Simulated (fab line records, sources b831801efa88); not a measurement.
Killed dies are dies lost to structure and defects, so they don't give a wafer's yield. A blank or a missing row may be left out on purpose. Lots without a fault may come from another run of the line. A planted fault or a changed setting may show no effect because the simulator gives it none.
A struck lot beside a sound one | flow gf180mcu | 44 steps out of a route of 602
Sound: wafers L481.1, L481.2, L481.4. Struck: wafers L489.2, L489.3, L489.4. The cause comes at the end.
At each step with rows: each side's tool, then ch and its chambers, then its first start. Under that, the readings that differ: sound wafers | struck wafers | difference of the means | sigmas: that difference in standard deviations of wafers without a fault.
alike: readings whose means differ by less than 2 such deviations, and words and numbers that are the same on both sides. not compared: withheld readings, readings that some wafer has no value for, bounds like >300 that may hide the same value, and numbers for which the record gives no deviation and whose values overlap.
The two part at a step that has a row with sigmas, a row that says differs or no value, or rows on one side only. Numbers that don't overlap but have no deviation are shown without sigmas and don't part them. A reading that every wafer of one side lacks parts them only if that side has two wafers or more.

first, 1 step without rows for these wafers: GF_NWELL_IMPLANT_09.
GF_NWELL_STRIP_10: strips in O2/N2.
  sound on plasma_asher-03 ch 0,1, day 4 22:41; struck on plasma_asher-02 ch 0,1, day 6 19:32
  reading            | sound       | struck      | difference | sigmas
  heater_power_w (W) | 308 336 308 | 384 391 356 | +60        | +2
  alike: drypump_motor_current_A, oes_product_au, strip_time_to_endpoint_s
  not compared: rf_hours_counter_h
GF_NWELL_TW_MEAS_11:
  sound on film_metro-01, day 4 22:47; struck on film_metro-04, day 6 19:39
  reading  | sound          | struck         | difference | sigmas
  NWELL_TW | 1574 1572 1570 | 1545 1547 1553 | -24        | -2
then, 7 steps without rows for these wafers: GF_LVPWELL_DEHYDRATE_00 (time 60 s); GF_LVPWELL_HMDS_01 (prime time 60 s); GF_LVPWELL_COAT_02 (resist thk 3000 nm); GF_LVPWELL_SOFTBAKE_03; GF_LVPWELL_EXPOSE_04 (exposes mask LVPWELL, target cd 600 nm); GF_LVPWELL_PEB_05; GF_LVPWELL_DEVELOP_06 (develop time 60 s).
GF_LVPWELL_OVL_MEAS_07:
  sound on overlay-01, day 5 12:18; struck on overlay-02, day 7 11:46
  alike: LVPWELL_OVL
then, 1 step without rows for these wafers: GF_LVPWELL_IMPLANT_08.
GF_LVPWELL_IMPLANT_09:
  sound on implanter-01 ch 0, day 5 12:29; struck on implanter-01 ch 0, day 7 11:59
  reading            | sound                         | struck                        | difference | sigmas
  dose_ions_cm2      | 4.997e+12 4.989e+12 4.993e+12 | 5.381e+12 5.387e+12 5.389e+12 | +3.927e+11 | +79
  faraday_current_uA | 27.2 28.5 28.0                | 28.9 30.1 30.0                | +1.8       | +3
  alike: beam_energy_keV, tilt_deg
GF_LVPWELL_STRIP_10: strips in O2/N2.
  sound on plasma_asher-02 ch 0,1, day 5 12:38; struck on plasma_asher-04 ch 0,1, day 7 12:06
  reading                      | sound             | struck            | difference | sigmas
  strip_time_to_endpoint_s (s) | 37.08 37.00 36.99 | 36.80 36.74 36.73 | -0.27      | -2
  alike: drypump_motor_current_A, heater_power_w, oes_product_au
  not compared: rf_hours_counter_h
GF_LVPWELL_TW_MEAS_11:
  sound on film_metro-02, day 5 12:44; struck on film_metro-02, day 7 12:13
  alike: LVPWELL_TW
then, 7 steps without rows for these wafers: GF_MVSD_DEHYDRATE_00 (time 60 s); GF_MVSD_HMDS_01 (prime time 60 s); GF_MVSD_COAT_02 (resist thk 3000 nm); GF_MVSD_SOFTBAKE_03; GF_MVSD_EXPOSE_04 (exposes mask MVSD, target cd 1000 nm); GF_MVSD_PEB_05; GF_MVSD_DEVELOP_06 (develop time 60 s).
GF_MVSD_OVL_MEAS_07:
  sound on overlay-02, day 6 02:40; struck on overlay-01, day 8 03:40
  alike: MVSD_OVL
then, 2 steps without rows for these wafers: GF_MVSD_IMPLANT_08; GF_MVSD_IMPLANT_09.
GF_MVSD_STRIP_10: strips in O2/N2.
  sound on plasma_asher-04 ch 0,1, day 6 03:00; struck on plasma_asher-02 ch 0,1, day 8 04:00
  alike: drypump_motor_current_A, heater_power_w, oes_product_au, strip_time_to_endpoint_s
  not compared: rf_hours_counter_h
GF_MVSD_TW_MEAS_11:
  sound on film_metro-02, day 6 03:06; struck on film_metro-04, day 8 04:07
  alike: MVSD_TW
then, 7 steps without rows for these wafers: GF_MVPSD_DEHYDRATE_00 (time 60 s); GF_MVPSD_HMDS_01 (prime time 60 s); GF_MVPSD_COAT_02 (resist thk 3000 nm); GF_MVPSD_SOFTBAKE_03; GF_MVPSD_EXPOSE_04 (exposes mask MVPSD, target cd 1000 nm); GF_MVPSD_PEB_05; GF_MVPSD_DEVELOP_06 (develop time 60 s).
GF_MVPSD_OVL_MEAS_07:
  sound on overlay-01, day 6 17:54; struck on overlay-02, day 8 20:49
  alike: MVPSD_OVL
then, 2 steps without rows for these wafers: GF_MVPSD_IMPLANT_08; GF_MVPSD_IMPLANT_09.
GF_MVPSD_STRIP_10: strips in O2/N2.
  sound on plasma_asher-03 ch 0,1, day 6 18:14; struck on plasma_asher-01 ch 0,1, day 8 21:08
  alike: drypump_motor_current_A, heater_power_w, oes_product_au, strip_time_to_endpoint_s
  not compared: rf_hours_counter_h
GF_MVPSD_TW_MEAS_11:
  sound on film_metro-04, day 6 18:20; struck on film_metro-04, day 8 21:15
  alike: MVPSD_TW
then, 3 steps without rows for these wafers: GF_VT_IMPLANT_DEHYDRATE_00 (time 60 s); GF_VT_IMPLANT_HMDS_01 (prime time 60 s); GF_VT_IMPLANT_COAT_02 (resist thk 1000 nm).
-- the record jumps here: 3 days lie between the struck wafers' starts before and after --
GF_VT_IMPLANT_RS_MEAS_48: measures by four-point-probe.
  sound on film_metro-04, day 9 13:47; struck on film_metro-04, day 11 21:50
  reading             | sound          | struck         | difference | sigmas
  LVPWELL_RS (ohm/sq) | 1201 1192 1199 | 1178 1181 1182 | -17        | -5
-- the record jumps here: 22 days lie between the struck wafers' starts before and after (it left off in module VT_IMPLANT and takes up again in module PASSIVATION, whose first step shown is number 602 of the route) --
GF_PASSIVATION_PROBE_99:
  the record has rows for the struck wafers here (prober-02, day 33 12:50) and none for the sound ones

WHERE THEY PART
First at GF_NWELL_STRIP_10; last, within this record, at GF_PASSIVATION_PROBE_99.

WHY: what the simulator had put in
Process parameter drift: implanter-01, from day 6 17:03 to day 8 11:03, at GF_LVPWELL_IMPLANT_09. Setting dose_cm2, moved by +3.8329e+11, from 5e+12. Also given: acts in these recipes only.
